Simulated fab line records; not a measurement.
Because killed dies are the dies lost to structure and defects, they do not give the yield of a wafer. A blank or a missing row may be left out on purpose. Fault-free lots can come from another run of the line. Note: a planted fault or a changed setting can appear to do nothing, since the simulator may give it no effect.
Which tool did it? + flow gf180mcu + 15 lots with 45 wafers sampled at 3 steps, on a route of 602 steps

## WHAT EACH GAUGE READ, for each wafer
GF_STI_BOW_MEAS_00. Usual: for INCOMING_BOW the level is 0 um and the standard deviation is 7.
| lot  | measured    | on            | INCOMING_BOW (um) | flag |
|------|-------------|---------------|-------------------|------|
| L594 | day 1 10:00 | film metro-02 | 4 -4 -2           |      |
| L595 | day 1 15:02 | film metro-02 | 0 -2 -3           |      |
| L598 | day 2 06:00 | film metro-01 | -5 -8 -12         |      |
| L602 | day 3 02:00 | film metro-03 | 6 0 5             |      |
| L604 | day 3 12:00 | film metro-01 | 6 -7 -6           |      |
| L605 | day 3 17:01 | film metro-01 | 2 6 -3            |      |
| L606 | day 3 22:04 | film metro-02 | -2 3 -11          |      |
| L609 | day 4 13:02 | film metro-01 | -5 8 -7           |      |
| L610 | day 4 18:01 | film metro-02 | -4 9 6            |      |
| L612 | day 5 04:01 | film metro-03 | 2 12 2            |      |
| L613 | day 5 09:00 | film metro-01 | -1 9 2            |      |
| L614 | day 5 14:00 | film metro-02 | -3 3 10           |      |
| L615 | day 5 19:00 | film metro-03 | 11 -2 -9          |      |
| L616 | day 6 00:00 | film metro-02 | -1 2 -4           |      |
| L617 | day 6 05:01 | film metro-03 | 7 -2 14           |      |

GF_STI_THK_MEAS_24. Usual: for STI_CVD_23_THK the level is 653 nm and the standard deviation is 8.3.
| lot  | measured    | on            | STI_CVD_23_THK (nm) | flag |
|------|-------------|---------------|---------------------|------|
| L594 | day 2 03:20 | film metro-02 | 655 652 655         |      |
| L595 | day 2 08:31 | film metro-01 | 655 641 640         |      |
| L598 | day 3 03:16 | film metro-03 | 643 644 644         |      |
| L602 | day 3 20:56 | film metro-02 | 652 659 651         |      |
| L604 | day 4 06:19 | film metro-03 | 665 669 658         |      |
| L605 | day 4 11:47 | film metro-01 | 646 643 642         |      |
| L606 | day 4 17:22 | film metro-03 | 651 656 650         |      |
| L609 | day 5 11:18 | film metro-03 | 653 643 641         |      |
| L610 | day 5 15:13 | film metro-03 | 640 639 639         |      |
| L612 | day 6 00:15 | film metro-03 | 641 649 655         |      |
| L613 | day 6 06:05 | film metro-02 | 643 664 650         |      |
| L614 | day 6 11:00 | film metro-01 | 658 669 659         |      |
| L615 | day 6 15:17 | film metro-01 | 653 658 660         |      |
| L616 | day 6 20:26 | film metro-01 | 651 664 639         |      |
| L617 | day 7 02:13 | film metro-03 | 656 669 650         |      |

## WHAT TOOL EACH LOT RAN ON (gives the tool, then ch and the chambers of the sampled wafers, and finally the start)
| lot  | GF_STI_OXIDATION_01          |
|------|------------------------------|
| L594 | furnace-01 ch 0, day 1 10:32 |
| L595 | furnace-02 ch 0, day 1 15:33 |
| L598 | furnace-02 ch 0, day 2 06:07 |
| L602 | furnace-02 ch 0, day 3 02:38 |
| L604 | furnace-02, day 3 12:07      |
| L605 | furnace-02, day 3 17:18      |
| L606 | furnace-01, day 3 22:07      |
| L609 | furnace-02 ch 0, day 4 14:08 |
| L610 | furnace-01 ch 0, day 4 18:07 |
| L612 | furnace-02 ch 0, day 5 04:07 |
| L613 | furnace-02 ch 0, day 5 09:13 |
| L614 | furnace-02 ch 0, day 5 14:07 |
| L615 | furnace-02 ch 0, day 5 19:07 |
| L616 | furnace-01 ch 0, day 6 00:07 |
| L617 | furnace-02 ch 0, day 6 05:07 |
- GF_STI_OXIDATION_01: stabilise 600 s, purge 300 s, target thk 10 nm.

## AS READ BY THE TOOLS THEMSELVES (means over the sampled wafers that have a number; for cases with no such wafer, the mark the record gives instead)
GF_STI_OXIDATION_01. Usual: ox temp c 900.0 C, standard deviation 0.44; ox temp c max 905.3, standard deviation 1.1; spike tc bottom C 914.0 C, standard deviation 1.2; spike tc lower C 900.7 C, standard deviation 1.2.
| lot  | tool       | ox temp c (C) | ox temp c max | spike tc bottom C (C) | spike tc lower C (C) | flag |
|------|------------|---------------|---------------|-----------------------|----------------------|------|
| L594 | furnace-01 | 899.4         | 904.5         | 913.3                 | 902.2                |      |
| L595 | furnace-02 | 900.2         | 905.5         | 914.1                 | 900.3                |      |
| L598 | furnace-02 | 900.2         | 906.3         | 915.6                 | 900.5                |      |
| L602 | furnace-02 | 900.1         | 905.6         | 915.9                 | 899.6                |      |
| L604 | furnace-02 | -             | -             | -                     | -                    | OFF  |
| L605 | furnace-02 | -             | -             | -                     | -                    | OFF  |
| L606 | furnace-01 | -             | -             | -                     | -                    | OFF  |
| L609 | furnace-02 | 900.1         | 905.9         | 914.4                 | 899.4                |      |
| L610 | furnace-01 | 899.9         | 904.2         | 912.9                 | 900.8                |      |
| L612 | furnace-02 | 900.3         | 905.9         | 914.4                 | 900.5                |      |
| L613 | furnace-02 | 899.6         | 905.2         | 914.1                 | 899.9                |      |
| L614 | furnace-02 | 900.0         | 906.0         | 914.4                 | 900.4                |      |
| L615 | furnace-02 | 899.7         | 906.1         | 914.4                 | 900.0                |      |
| L616 | furnace-01 | 899.3         | 903.6         | 913.1                 | 901.8                |      |
| L617 | furnace-02 | 899.7         | 904.8         | 914.1                 | 900.9                |      |

## THE ANSWER, worked out from the rows above alone
Rule: take the mean of a lot's wafers that have a number; if it is more than 3 standard deviations from the usual mean, the lot is off. A lot without any number at a reading at which 4 lots or more have one is off too. Any other lot the step has rows for is counted as sound. The gauges are gone through in route order, then the tools' own readings, and for those a lot's mean is taken as printed above. The first step at which some lot is off is used, and at that step the reading that is off furthest; a lot without a number counts as furthest.
Off: L604, L605, L606 (GF_STI_OXIDATION_01, ox temp c). Without a number there: L604, L605, L606.
If a tool, at that step or one of the process steps before it, ran each lot that is off and ran no sound lot following the first of them, it fits. None of those tried fits.

## WHAT THE SIMULATOR PUT IN
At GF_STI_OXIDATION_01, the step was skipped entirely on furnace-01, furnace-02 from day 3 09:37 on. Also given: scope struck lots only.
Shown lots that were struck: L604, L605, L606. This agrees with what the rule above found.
